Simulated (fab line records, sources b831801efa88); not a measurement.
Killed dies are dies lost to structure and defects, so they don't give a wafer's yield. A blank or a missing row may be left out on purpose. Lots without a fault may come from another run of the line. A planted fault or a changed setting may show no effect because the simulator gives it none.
Which tool did it? | flow gf180mcu | 24 lots, 72 wafers sampled, at 4 steps of a route of 602

WHAT THE GAUGES READ, wafer by wafer
GF_V5_THK_MEAS_03. Usual: V5_CVD_02_THK 1449 nm, standard deviation 18.
lot  | measured     | on            | V5_CVD_02_THK (nm) | flag
L074 | day 26 03:57 | film_metro-03 | 1424 1445 1462     |
L075 | day 26 16:19 | film_metro-03 | 1414 1415 1429     |
L076 | day 27 01:37 | film_metro-04 | 1427 1452 1461     |
L077 | day 27 08:20 | film_metro-04 | 1432 1477 1465     |
L078 | day 27 12:44 | film_metro-02 | 1456 1443 1479     |
L079 | day 28 00:23 | film_metro-02 | 1440 1468 1462     |
L080 | day 28 07:38 | film_metro-02 | 1439 1450 1458     |
L081 | day 28 17:48 | film_metro-04 | 1404 1430 1442     |
L082 | day 28 23:22 | film_metro-03 | 1422 1429 1446     |
L083 | day 29 09:13 | film_metro-04 | 1434 1411 1443     |
L084 | day 29 15:01 | film_metro-02 | 1427 1455 1448     |
L085 | day 29 18:01 | film_metro-03 | 1436 1452 1451     |
L086 | day 30 02:37 | film_metro-04 | 1423 1429 1449     |
L087 | day 30 08:34 | film_metro-04 | 1445 1467 1478     |
L088 | day 30 12:31 | film_metro-04 | 1446 1470 1459     |
L089 | day 30 19:46 | film_metro-04 | 1418 1445 1452     |
L090 | day 31 03:17 | film_metro-03 | 1451 1441 1439     |
L091 | day 31 10:26 | film_metro-04 | 1451 1444 1466     |
L092 | day 31 15:08 | film_metro-02 | 1441 1447 1449     |
L093 | day 32 00:26 | film_metro-03 | 1467 1473 1474     |
L094 | day 32 07:29 | film_metro-03 | 1449 1480 1489     |
L095 | day 32 12:44 | film_metro-04 | 1443 1457 1460     |
L096 | day 32 19:40 | film_metro-04 | 1454 1485 1475     |
L097 | day 32 18:47 | film_metro-03 | 1451 1441 1492     |

GF_TOP_METAL_OVL_MEAS_15. Usual: TOP_METAL_OVL 0.2 nm, standard deviation 1.6.
lot  | measured     | on         | TOP_METAL_OVL (nm) | flag
L074 | day 27 22:19 | overlay-01 | 1.4 1.6 0.3        |
L075 | day 28 10:06 | overlay-01 | 1.0 1.2 2.5        |
L076 | day 28 18:58 | overlay-02 | -1.2 -1.0 -1.2     |
L077 | day 29 00:24 | overlay-01 | -1.5 -1.9 -2.2     |
L078 | day 29 05:33 | overlay-01 | 0.2 0.3 -1.1       |
L079 | day 29 15:55 | overlay-01 | -1.0 -0.1 1.6      |
L080 | day 29 23:10 | overlay-01 | 0.7 2.3 1.4        |
L081 | day 30 10:04 | overlay-02 | -1.3 1.6 1.9       |
L082 | day 30 14:03 | overlay-01 | -0.9 0.6 1.3       |
L083 | day 31 00:19 | overlay-01 | 0.6 3.4 0.5        |
L084 | day 31 06:19 | overlay-02 | -2.7 -2.8 -2.1     |
L085 | day 31 08:13 | overlay-01 | -1.2 0.5 -0.1      |
L086 | day 31 15:51 | overlay-01 | 0.1 1.4 1.1        |
L087 | day 31 22:53 | overlay-01 | 1.2 1.6 1.3        |
L088 | day 32 02:19 | overlay-02 | 2.6 4.2 2.0        |
L089 | day 32 08:24 | overlay-01 | -0.6 -1.2 0.2      |
L090 | day 32 15:54 | overlay-02 | 1.7 0.5 0.6        |
L091 | day 32 22:40 | overlay-02 | -0.6 1.0 0.7       |
L092 | day 33 01:51 | overlay-02 | 1.8 2.0 -0.6       |
L093 | day 33 11:10 | overlay-01 | 0.4 -0.2 0.7       |
L094 | day 33 17:21 | overlay-01 | -0.3 -0.8 0.6      |
L095 | day 33 21:58 | overlay-02 | 0.8 0.7 -0.2       |
L096 | day 34 04:19 | overlay-01 | -2.5 -1.3 -0.8     |
L097 | day 34 04:00 | overlay-01 | -1.8 -2.4 -3.1     |

WHICH TOOL RAN EACH LOT (tool, then ch and the chambers of the sampled wafers, then the start)
lot  | GF_M2_SPUTTER_01             | GF_V5_CVD_02
L074 | pvd_sputter-04, day 18 01:23 | pecvd-02 ch 0,2, day 26 03:50
L075 | pvd_sputter-01, day 18 14:39 | pecvd-02 ch 0,1,2, day 26 16:13
L076 | pvd_sputter-01, day 19 01:28 | pecvd-03 ch 0,1,2, day 27 01:30
L077 | pvd_sputter-04, day 19 09:20 | pecvd-01 ch 0,1, day 27 08:14
L078 | pvd_sputter-04, day 19 15:02 | pecvd-01 ch 1,2, day 27 12:38
L079 | pvd_sputter-01, day 20 05:05 | pecvd-02 ch 1,2, day 28 00:15
L080 | pvd_sputter-02, day 20 13:29 | pecvd-03 ch 0,1,2, day 28 07:31
L081 | pvd_sputter-04, day 21 02:06 | pecvd-03 ch 1,2, day 28 17:40
L082 | pvd_sputter-04, day 21 08:37 | pecvd-02 ch 0,2, day 28 23:16
L083 | pvd_sputter-04, day 21 21:43 | pecvd-03 ch 0,1, day 29 09:06
L084 | pvd_sputter-01, day 22 01:24 | pecvd-01 ch 0,1, day 29 14:53
L085 | pvd_sputter-02, day 22 09:09 | pecvd-03 ch 0,1,2, day 29 17:55
L086 | pvd_sputter-01, day 22 17:46 | pecvd-03 ch 1,2, day 30 02:31
L087 | pvd_sputter-04, day 23 00:31 | pecvd-02 ch 0,1,2, day 30 08:29
L088 | pvd_sputter-04, day 23 06:47 | pecvd-01 ch 0,2, day 30 12:24
L089 | pvd_sputter-04, day 23 16:49 | pecvd-01 ch 0,2, day 30 19:40
L090 | pvd_sputter-01, day 23 23:50 | pecvd-02 ch 0,1, day 31 03:11
L091 | pvd_sputter-01, day 24 10:26 | pecvd-01 ch 1,2, day 31 10:20
L092 | pvd_sputter-02, day 24 17:56 | pecvd-02 ch 1,2, day 31 15:02
L093 | pvd_sputter-02, day 25 02:13 | pecvd-02 ch 1,2, day 32 00:19
L094 | pvd_sputter-02, day 25 10:04 | pecvd-01 ch 1,2, day 32 07:23
L095 | pvd_sputter-04, day 25 17:33 | pecvd-03 ch 0,2, day 32 12:37
L096 | pvd_sputter-02, day 26 00:45 | pecvd-02 ch 0,1,2, day 32 19:33
L097 | pvd_sputter-01, day 26 04:17 | pecvd-01 ch 0,1,2, day 32 18:40
- GF_M2_SPUTTER_01: material TiN, target thk 30 nm, time 25 s.
- GF_V5_CVD_02: deposits SiO2 from TEOS, target thk 1450 nm, time 163.28 s.

WHAT THE TOOLS THEMSELVES READ (means of the sampled wafers that have a number; where no wafer has one, the mark that the record gives instead)
GF_M2_SPUTTER_01. Usual: throttle_valve_pct 29.9 %, standard deviation 1.4.
lot  | tool           | throttle_valve_pct (%) | flag
L074 | pvd_sputter-04 | 29.4                   |
L075 | pvd_sputter-01 | 30.6                   |
L076 | pvd_sputter-01 | 29.5                   |
L077 | pvd_sputter-04 | 30.0                   |
L078 | pvd_sputter-04 | 28.6                   |
L079 | pvd_sputter-01 | 29.9                   |
L080 | pvd_sputter-02 | 30.0                   |
L081 | pvd_sputter-04 | 30.2                   |
L082 | pvd_sputter-04 | 29.4                   |
L083 | pvd_sputter-04 | 30.0                   |
L084 | pvd_sputter-01 | 30.2                   |
L085 | pvd_sputter-02 | 30.2                   |
L086 | pvd_sputter-01 | 29.8                   |
L087 | pvd_sputter-04 | 28.5                   |
L088 | pvd_sputter-04 | 28.6                   |
L089 | pvd_sputter-04 | 29.5                   |
L090 | pvd_sputter-01 | 30.6                   |
L091 | pvd_sputter-01 | 30.4                   |
L092 | pvd_sputter-02 | 30.1                   |
L093 | pvd_sputter-02 | 30.0                   |
L094 | pvd_sputter-02 | 29.6                   |
L095 | pvd_sputter-04 | 28.5                   |
L096 | pvd_sputter-02 | 30.3                   |
L097 | pvd_sputter-01 | 30.1                   |

GF_V5_CVD_02. Usual: heater_power_w 633 W, standard deviation 110.
lot  | tool     | heater_power_w (W) | flag
L074 | pecvd-02 | 619                |
L075 | pecvd-02 | 594                |
L076 | pecvd-03 | 616                |
L077 | pecvd-01 | 607                |
L078 | pecvd-01 | 762                |
L079 | pecvd-02 | 674                |
L080 | pecvd-03 | 679                |
L081 | pecvd-03 | 653                |
L082 | pecvd-02 | 636                |
L083 | pecvd-03 | 662                |
L084 | pecvd-01 | 596                |
L085 | pecvd-03 | 640                |
L086 | pecvd-03 | 693                |
L087 | pecvd-02 | 615                |
L088 | pecvd-01 | 611                |
L089 | pecvd-01 | 519                |
L090 | pecvd-02 | 562                |
L091 | pecvd-01 | 703                |
L092 | pecvd-02 | 622                |
L093 | pecvd-02 | 691                |
L094 | pecvd-01 | 684                |
L095 | pecvd-03 | 605                |
L096 | pecvd-02 | 646                |
L097 | pecvd-01 | 695                |

THE ANSWER, worked out from the rows above alone
Rule: a lot is off if the mean of its wafers that have a number lies more than 3 standard deviations from the usual mean. A lot without any number at a reading at which 4 lots or more have one is off too. The other lots that the step has rows for count as sound. The gauges are gone through in route order, then the tools' own readings, and for those a lot's mean is taken as printed above. The first step at which some lot is off is used, and at that step the reading that is off furthest; a lot without a number counts as furthest.
No lot is off at any reading shown: from this, nothing can be told.

WHAT THE SIMULATOR HAD PUT IN
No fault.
